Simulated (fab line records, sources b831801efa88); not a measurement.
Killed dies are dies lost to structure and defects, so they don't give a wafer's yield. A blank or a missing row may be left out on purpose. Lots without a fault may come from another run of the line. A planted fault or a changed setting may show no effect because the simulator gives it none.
Which tool did it? | flow gf180mcu | 24 lots, 72 wafers sampled, at 6 steps of a route of 602

WHAT THE GAUGES READ, wafer by wafer
GF_SALICIDE_RS_MEAS_04: measures by four-point-probe.
lot  | measured     | on            | SALICIDE_TIN_RS (ohm/sq)
L074 | day 15 02:05 | film_metro-04 | 16.18 16.52 16.63
L075 | day 15 09:55 | film_metro-03 | 16.70 16.64 16.69
L076 | day 15 13:04 | film_metro-04 | 15.96 16.01 16.03
L077 | day 16 06:31 | film_metro-01 | 16.13 16.37 16.09
L078 | day 16 15:31 | film_metro-01 | 16.78 16.69 16.58
L079 | day 17 04:55 | film_metro-01 | 16.51 16.14 16.23
L080 | day 17 08:20 | film_metro-03 | 16.46 16.49 16.09
L081 | day 17 14:02 | film_metro-03 | 16.27 16.38 16.15
L082 | day 18 03:29 | film_metro-01 | 16.52 16.62 16.12
L083 | day 18 16:22 | film_metro-01 | 16.21 16.09 15.97
L084 | day 18 19:46 | film_metro-04 | 16.42 16.41 16.16
L085 | day 19 00:13 | film_metro-03 | 16.60 16.55 16.76
L086 | day 19 12:29 | film_metro-03 | 16.69 16.32 16.64
L087 | day 19 21:52 | film_metro-04 | 16.11 16.15 16.42
L088 | day 20 04:02 | film_metro-01 | 16.27 16.20 16.56
L089 | day 20 18:26 | film_metro-04 | 16.26 16.38 16.48
L090 | day 20 23:47 | film_metro-03 | 16.45 16.34 16.33
L091 | day 21 06:00 | film_metro-03 | 16.45 16.43 16.21
L092 | day 21 12:32 | film_metro-04 | 15.97 15.89 16.14
L093 | day 21 22:09 | film_metro-04 | 16.40 16.47 16.15
L094 | day 22 02:43 | film_metro-04 | 16.49 16.28 16.59
L095 | day 22 15:24 | film_metro-01 | 16.61 16.50 16.65
L096 | day 22 20:23 | film_metro-04 | 16.41 16.50 16.55
L097 | day 23 06:44 | film_metro-03 | 16.49 16.61 16.40

GF_SALICIDE_THK_MEAS_05: measures by xrf.
lot  | measured     | on            | SALICIDE_TIN_THK (nm)
L074 | day 15 02:11 | film_metro-04 | 19.72 20.03 19.89
L075 | day 15 10:02 | film_metro-03 | 19.62 19.55 19.68
L076 | day 15 13:11 | film_metro-04 | 20.11 20.06 19.88
L077 | day 16 06:38 | film_metro-01 | 20.03 20.00 20.10
L078 | day 16 15:37 | film_metro-01 | 19.44 19.53 19.81
L079 | day 17 05:00 | film_metro-01 | 19.72 19.95 19.68
L080 | day 17 08:27 | film_metro-03 | 19.52 19.54 19.79
L081 | day 17 14:09 | film_metro-03 | 19.56 19.81 19.84
L082 | day 18 03:37 | film_metro-01 | 19.68 19.77 19.93
L083 | day 18 16:28 | film_metro-01 | 19.68 19.78 19.72
L084 | day 18 19:53 | film_metro-04 | 20.01 20.11 19.96
L085 | day 19 00:19 | film_metro-03 | 19.87 19.87 19.79
L086 | day 19 12:35 | film_metro-03 | 19.97 20.21 19.85
L087 | day 19 21:59 | film_metro-04 | 20.17 20.10 19.91
L088 | day 20 04:08 | film_metro-01 | 19.12 19.44 19.34
L089 | day 20 18:34 | film_metro-04 | 19.82 19.91 19.98
L090 | day 20 23:53 | film_metro-03 | 19.94 19.99 20.01
L091 | day 21 06:07 | film_metro-03 | 19.85 19.77 19.83
L092 | day 21 12:39 | film_metro-04 | 19.77 19.94 19.77
L093 | day 21 22:14 | film_metro-04 | 19.93 19.78 19.85
L094 | day 22 02:49 | film_metro-04 | 19.84 19.47 19.65
L095 | day 22 15:31 | film_metro-01 | 20.28 20.21 19.98
L096 | day 22 20:31 | film_metro-04 | 19.83 19.80 19.63
L097 | day 23 06:50 | film_metro-03 | 19.85 19.93 19.75

GF_TOP_METAL_RS_MEAS_05: measures by four-point-probe.
lot  | measured     | on            | TOP_METAL_ALCU_RS (ohm/sq)
L074 | day 27 05:00 | film_metro-04 | 0.0326 0.0326 0.0324
L075 | day 27 14:28 | film_metro-01 | 0.0326 0.0330 0.0327
L076 | day 27 15:20 | film_metro-04 | 0.0328 0.0330 0.0333
L077 | day 28 05:41 | film_metro-04 | 0.0331 0.0334 0.0336
L078 | day 28 15:55 | film_metro-01 | 0.0327 0.0327 0.0327
L079 | day 29 02:48 | film_metro-01 | 0.0324 0.0326 0.0329
L080 | day 29 05:49 | film_metro-01 | 0.0332 0.0332 0.0334
L081 | day 29 11:17 | film_metro-01 | 0.0325 0.0325 0.0325
L082 | day 29 19:47 | film_metro-01 | 0.0332 0.0332 0.0332
L083 | day 30 07:43 | film_metro-01 | 0.0329 0.0330 0.0331
L084 | day 30 10:05 | film_metro-04 | 0.0337 0.0338 0.0336
L085 | day 30 12:11 | film_metro-04 | 0.0327 0.0325 0.0326
L086 | day 30 23:13 | film_metro-03 | 0.0332 0.0330 0.0330
L087 | day 31 06:11 | film_metro-04 | 0.0327 0.0328 0.0330
L088 | day 31 10:07 | film_metro-01 | 0.0336 0.0331 0.0332
L089 | day 32 16:07 | film_metro-03 | 0.0330 0.0330 0.0330
L090 | day 32 00:43 | film_metro-03 | 0.0328 0.0328 0.0326
L091 | day 32 06:04 | film_metro-03 | 0.0322 0.0323 0.0324
L092 | day 32 10:40 | film_metro-03 | 0.0331 0.0330 0.0328
L093 | day 32 16:31 | film_metro-03 | 0.0324 0.0326 0.0325
L094 | day 32 20:42 | film_metro-03 | 0.0326 0.0327 0.0326
L095 | day 33 05:53 | film_metro-03 | 0.0323 0.0322 0.0324
L096 | day 33 09:33 | film_metro-01 | 0.0327 0.0327 0.0327
L097 | day 33 14:00 | film_metro-03 | 0.0329 0.0328 0.0328

WHICH TOOL RAN EACH LOT (tool, then ch and the chambers of the sampled wafers, then the start)
lot  | GF_CONTACT_ETCH_16                 | GF_V2_CVD_02                    | GF_V4_CVD_23
L074 | rie_diel-01 ch 2,3, day 15 23:50   | pecvd-02 ch 1,2, day 19 02:23   | cvd_w-01 ch 0,1, day 24 07:45
L075 | rie_diel-02 ch 0,1,3, day 16 08:41 | pecvd-02 ch 0,1,2, day 19 13:15 | cvd_w-02 ch 0,1, day 24 18:46
L076 | rie_diel-03 ch 1,2,3, day 16 12:02 | pecvd-02 ch 1,2, day 19 16:44   | cvd_w-01 ch 0,1, day 24 19:50
L077 | rie_diel-03 ch 1,2, day 17 06:35   | pecvd-03 ch 0,1,2, day 20 11:37 | cvd_w-02 ch 0, day 25 12:15
L078 | rie_diel-03 ch 1,2, day 17 15:44   | pecvd-02 ch 1,2, day 20 21:58   | cvd_w-02 ch 0,1, day 25 22:30
L079 | rie_diel-01 ch 0,1, day 18 05:38   | pecvd-03 ch 0,1,2, day 21 11:46 | cvd_w-01 ch 0,1, day 26 10:38
L080 | rie_diel-01 ch 0,1,3, day 18 08:29 | pecvd-03 ch 0,1, day 21 14:49   | cvd_w-02 ch 0,1, day 26 14:00
L081 | rie_diel-02 ch 0,2,3, day 18 14:59 | pecvd-03 ch 0,1, day 21 21:07   | cvd_w-01 ch 0,1, day 26 19:15
L082 | rie_diel-02 ch 0,1, day 19 05:35   | pecvd-02 ch 1,2, day 22 11:10   | cvd_w-01 ch 0,1, day 27 05:48
L083 | rie_diel-01 ch 0,2,3, day 19 17:41 | pecvd-03 ch 0,1,2, day 22 22:23 | cvd_w-01 ch 0,1, day 27 18:29
L084 | rie_diel-01 ch 0,2,3, day 19 21:08 | pecvd-02 ch 0,2, day 23 01:27   | cvd_w-01 ch 0,1, day 27 20:26
L085 | rie_diel-03 ch 0,1,2, day 20 01:14 | pecvd-02 ch 0,1, day 23 05:34   | cvd_w-01 ch 0,1, day 27 22:20
L086 | rie_diel-02 ch 0,3, day 20 13:44   | pecvd-01 ch 0,1,2, day 23 17:59 | cvd_w-02 ch 0,1, day 28 10:25
L087 | rie_diel-01 ch 0,1,3, day 20 23:38 | pecvd-01 ch 0,1,2, day 24 03:08 | cvd_w-02 ch 0,1, day 28 19:02
L088 | rie_diel-02 ch 0,1,3, day 21 05:20 | pecvd-02 ch 1,2, day 24 07:50   | cvd_w-02 ch 0,1, day 28 22:55
L089 | rie_diel-03 ch 1,2, day 21 19:26   | pecvd-01 ch 1,2, day 24 21:46   | cvd_w-01 ch 0,1, day 29 09:45
L090 | rie_diel-03 ch 0,1, day 22 00:32   | pecvd-03 ch 1,2, day 25 02:05   | cvd_w-01 ch 1, day 29 14:33
L091 | rie_diel-03 ch 2,3, day 22 06:50   | pecvd-01 ch 0,1,2, day 25 08:01 | cvd_w-02 ch 0,1, day 29 20:12
L092 | rie_diel-01 ch 0,1,3, day 22 13:29 | pecvd-01 ch 0,1,2, day 25 13:32 | cvd_w-02 ch 0,1, day 30 01:54
L093 | rie_diel-02 ch 0,2,3, day 22 22:37 | pecvd-01 ch 0,1,2, day 25 21:50 | cvd_w-02 ch 0,1, day 30 07:37
L094 | rie_diel-02 ch 0,2,3, day 23 03:44 | pecvd-01 ch 1,2, day 26 02:18   | cvd_w-01 ch 0,1, day 30 12:39
L095 | rie_diel-01 ch 2,3, day 23 15:14   | pecvd-02 ch 1,2, day 26 14:44   | cvd_w-02 ch 0, day 30 21:53
L096 | rie_diel-02 ch 0,1,3, day 23 20:59 | pecvd-02 ch 0,1,2, day 26 18:46 | cvd_w-01 ch 0,1, day 31 02:59
L097 | rie_diel-01 ch 0,1, day 24 06:32   | pecvd-01 ch 0,1,2, day 27 02:43 | cvd_w-02 ch 0,1, day 31 08:35
- GF_CONTACT_ETCH_16: etches BARC in N2/H2.
- GF_V2_CVD_02: deposits SiO2 from TEOS, target thk 850 nm, time 94.851 s.
- GF_V4_CVD_23: deposits W, target thk 350 nm, time 104.9 s.

WHAT THE TOOLS THEMSELVES READ (means of the sampled wafers that have a number; where no wafer has one, the mark that the record gives instead)
GF_CONTACT_ETCH_16.
lot  | tool        | drypump_motor_current_A (A) | oes_product_au (a.u.) | rf_fwd_power_W (W) | throttle_valve_pct (%)
L074 | rie_diel-01 | 6.2                         | 0.858                 | 494.4              | 13.229
L075 | rie_diel-02 | 5.9                         | 0.856                 | 495.4              | 13.226
L076 | rie_diel-03 | 5.7                         | 0.855                 | 494.8              | 13.225
L077 | rie_diel-03 | 5.8                         | 0.855                 | 494.8              | 13.221
L078 | rie_diel-03 | 5.9                         | 0.851                 | 494.7              | 13.227
L079 | rie_diel-01 | 6.0                         | 0.855                 | 492.4              | 13.226
L080 | rie_diel-01 | 6.0                         | 0.854                 | 494.4              | 13.232
L081 | rie_diel-02 | 6.2                         | 0.851                 | 494.3              | 13.233
L082 | rie_diel-02 | 5.7                         | 0.856                 | 493.7              | 13.227
L083 | rie_diel-01 | 6.1                         | 0.856                 | 493.5              | 13.222
L084 | rie_diel-01 | 6.1                         | 0.857                 | 494.9              | 13.220
L085 | rie_diel-03 | 5.8                         | 0.856                 | 495.7              | 13.229
L086 | rie_diel-02 | 5.9                         | 0.851                 | 495.5              | 13.211
L087 | rie_diel-01 | 6.0                         | 0.855                 | 494.8              | 13.230
L088 | rie_diel-02 | 5.9                         | 0.856                 | 494.8              | 13.221
L089 | rie_diel-03 | 5.8                         | 0.853                 | 494.4              | 13.218
L090 | rie_diel-03 | 5.4                         | 0.855                 | 493.2              | 13.224
L091 | rie_diel-03 | 5.9                         | 0.856                 | 495.3              | 13.220
L092 | rie_diel-01 | 6.0                         | 0.853                 | 493.6              | 13.225
L093 | rie_diel-02 | 6.2                         | 0.855                 | 495.6              | 13.230
L094 | rie_diel-02 | 6.2                         | 0.853                 | 496.3              | 13.236
L095 | rie_diel-01 | 6.2                         | 0.855                 | 495.8              | 13.229
L096 | rie_diel-02 | 5.9                         | 0.856                 | 495.8              | 13.222
L097 | rie_diel-01 | 6.0                         | 0.847                 | 495.0              | 13.227

GF_V2_CVD_02.
lot  | tool     | heater_power_w (W) | rf_fwd_power_W (W)
L074 | pecvd-02 | 601                | 596.5
L075 | pecvd-02 | 655                | 600.1
L076 | pecvd-02 | 634                | 598.6
L077 | pecvd-03 | 631                | 596.0
L078 | pecvd-02 | 564                | 595.3
L079 | pecvd-03 | 639                | 595.6
L080 | pecvd-03 | 660                | 594.4
L081 | pecvd-03 | 649                | 597.1
L082 | pecvd-02 | 676                | 597.3
L083 | pecvd-03 | 671                | 596.3
L084 | pecvd-02 | 615                | 598.7
L085 | pecvd-02 | 635                | 598.5
L086 | pecvd-01 | 686                | 596.7
L087 | pecvd-01 | 705                | 593.1
L088 | pecvd-02 | 602                | 595.3
L089 | pecvd-01 | 739                | 596.7
L090 | pecvd-03 | 607                | 596.1
L091 | pecvd-01 | 761                | 595.7
L092 | pecvd-01 | 757                | 596.5
L093 | pecvd-01 | 710                | 595.1
L094 | pecvd-01 | 709                | 595.9
L095 | pecvd-02 | 638                | 595.5
L096 | pecvd-02 | 622                | 597.4
L097 | pecvd-01 | 756                | 596.8

GF_V4_CVD_23.
lot  | tool     | heater_power_w (W)
L074 | cvd_w-01 | 856
L075 | cvd_w-02 | 826
L076 | cvd_w-01 | 840
L077 | cvd_w-02 | 905
L078 | cvd_w-02 | 844
L079 | cvd_w-01 | 853
L080 | cvd_w-02 | 841
L081 | cvd_w-01 | 850
L082 | cvd_w-01 | 833
L083 | cvd_w-01 | 856
L084 | cvd_w-01 | 840
L085 | cvd_w-01 | 846
L086 | cvd_w-02 | 873
L087 | cvd_w-02 | 862
L088 | cvd_w-02 | 874
L089 | cvd_w-01 | 842
L090 | cvd_w-01 | 844
L091 | cvd_w-02 | 850
L092 | cvd_w-02 | 847
L093 | cvd_w-02 | 833
L094 | cvd_w-01 | 850
L095 | cvd_w-02 | 903
L096 | cvd_w-01 | 853
L097 | cvd_w-02 | 861

THE ANSWER, worked out from the rows above alone
Rule: what is usual is taken from the lots themselves. Put in order of their means at a reading, lots are off if they are a third of the lots or fewer, leave a main group of 4 or more, and stand apart from it by a gap of 3 or more times the standard deviation of the main group's means; of several such gaps the widest counts. A main group whose means are all the same, to the digits that the tables above print for the reading, isn't used. A lot without any number at a reading at which 4 lots or more have one is off too. The other lots that the step has rows for count as sound. The gauges are gone through in route order, then the tools' own readings, and for those a lot's mean is taken as printed above. The first step at which some lot is off is used, and at that step the reading that is off furthest; a lot without a number counts as furthest.
No lot is off at any reading shown: from this, nothing can be told.

WHAT THE SIMULATOR HAD PUT IN
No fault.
